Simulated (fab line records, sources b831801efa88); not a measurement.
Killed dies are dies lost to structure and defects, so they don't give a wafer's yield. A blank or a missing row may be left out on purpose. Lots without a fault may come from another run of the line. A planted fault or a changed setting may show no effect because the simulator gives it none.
Which tool did it? | flow sky130 | 12 lots, 35 wafers sampled, at 3 steps of a route of 708

WHAT THE GAUGES READ, wafer by wafer
SKY_VIA3_THK_MEAS_01.
lot  | measured     | on            | VIA3_HDPCVD_THK (nm)
L904 | day 38 13:07 | film_metro-03 | 1620 1634 1642
L906 | day 39 06:27 | film_metro-03 | 1646 1643 1635
L907 | day 40 00:49 | film_metro-03 | 1625 1605 1638
L910 | day 40 02:22 | film_metro-04 | 1621 1633 1621
L913 | day 41 02:49 | film_metro-02 | 1113 1127
L921 | day 43 13:44 | film_metro-03 | 1614 1608 1622
L922 | day 43 16:04 | film_metro-03 | 1593 1619 1609
L923 | day 44 03:48 | film_metro-03 | 1649 1626 1627
L924 | day 44 06:19 | film_metro-04 | 1645 1629 1626
L925 | day 44 06:13 | film_metro-02 | 1629 1604 1623
L926 | day 44 13:16 | film_metro-03 | 1639 1632 1650
L927 | day 44 17:22 | film_metro-02 | 1652 1645 1661

WHICH TOOL RAN EACH LOT (tool, then ch and the chambers of the sampled wafers, then the start)
lot  | SKY_METAL1_STRIP_20                  | SKY_VIA3_HDPCVD_00
L904 | plasma_asher-01 ch 0,1, day 32 16:56 | hdpcvd-01 ch 0,2, day 38 12:57
L906 | plasma_asher-04 ch 0,1, day 33 15:06 | hdpcvd-01 ch 0,2, day 39 06:16
L907 | plasma_asher-04 ch 0,1, day 34 08:31 | hdpcvd-01 ch 0,1,2, day 40 00:39
L910 | plasma_asher-02 ch 0,1, day 34 11:34 | hdpcvd-02 ch 0,1, day 40 02:10
L913 | plasma_asher-01 ch 0,1, day 35 12:38 | hdpcvd-02 ch 0,1, day 41 02:41
L921 | plasma_asher-04 ch 0,1, day 38 07:22 | hdpcvd-01 ch 1,2, day 43 13:29
L922 | plasma_asher-02 ch 0,1, day 38 10:49 | hdpcvd-02 ch 0,2, day 43 15:53
L923 | plasma_asher-01 ch 1, day 38 20:32   | hdpcvd-01 ch 0,2, day 44 03:38
L924 | plasma_asher-01 ch 0,1, day 38 21:59 | hdpcvd-01 ch 1,2, day 44 06:08
L925 | plasma_asher-01 ch 0,1, day 38 23:25 | hdpcvd-02 ch 1,2, day 44 06:03
L926 | plasma_asher-04 ch 0, day 39 07:08   | hdpcvd-01 ch 0,2, day 44 13:06
L927 | plasma_asher-02 ch 0,1, day 39 13:52 | hdpcvd-01 ch 0,1,2, day 44 17:11
- SKY_METAL1_STRIP_20: strips in O2/N2.
- SKY_VIA3_HDPCVD_00: deposits SiO2, target thk 1635 nm, time 272.5 s.

WHAT THE TOOLS THEMSELVES READ (means of the sampled wafers that have a number; where no wafer has one, the mark that the record gives instead)
SKY_METAL1_STRIP_20.
lot  | tool            | drypump_motor_current_A (A) | oes_product_au (a.u.) | strip_time_to_endpoint_s (s)
L904 | plasma_asher-01 | 5.8                         | 0.346                 | 2.70
L906 | plasma_asher-04 | 5.4                         | 0.348                 | 2.76
L907 | plasma_asher-04 | 5.3                         | 0.340                 | 2.64
L910 | plasma_asher-02 | 4.8                         | 0.342                 | 2.72
L913 | plasma_asher-01 | 5.8                         | 0.349                 | 2.76
L921 | plasma_asher-04 | 5.4                         | 0.341                 | 2.68
L922 | plasma_asher-02 | 4.8                         | 0.345                 | 2.74
L923 | plasma_asher-01 | 5.7                         | 0.339                 | 2.64
L924 | plasma_asher-01 | 5.7                         | 0.347                 | 2.69
L925 | plasma_asher-01 | 5.8                         | 0.345                 | 2.70
L926 | plasma_asher-04 | 5.5                         | 0.345                 | 2.71
L927 | plasma_asher-02 | 4.8                         | 0.344                 | 2.70

THE ANSWER, worked out from the rows above alone
Rule: what is usual is taken from the lots themselves. Put in order of their means at a reading, lots are off if they are a third of the lots or fewer, leave a main group of 4 or more, and stand apart from it by a gap of 3 or more times the standard deviation of the main group's means; of several such gaps the widest counts. A main group whose means are all the same, to the digits that the tables above print for the reading, isn't used. A lot without any number at a reading at which 4 lots or more have one is off too. The other lots that the step has rows for count as sound. The gauges are gone through in route order, then the tools' own readings, and for those a lot's mean is taken as printed above. The first step at which some lot is off is used, and at that step the reading that is off furthest; a lot without a number counts as furthest.
Off: L913, at SKY_VIA3_THK_MEAS_01 (VIA3_HDPCVD_THK). The main group: mean 1629 nm, standard deviation 13.
A tool fits if, at a process step before that reading, it ran every lot that is off, and no sound lot after the first of them. The gauges at SKY_VIA3_THK_MEAS_01 are tried like those tools. None of those tried fits.

WHAT THE SIMULATOR HAD PUT IN
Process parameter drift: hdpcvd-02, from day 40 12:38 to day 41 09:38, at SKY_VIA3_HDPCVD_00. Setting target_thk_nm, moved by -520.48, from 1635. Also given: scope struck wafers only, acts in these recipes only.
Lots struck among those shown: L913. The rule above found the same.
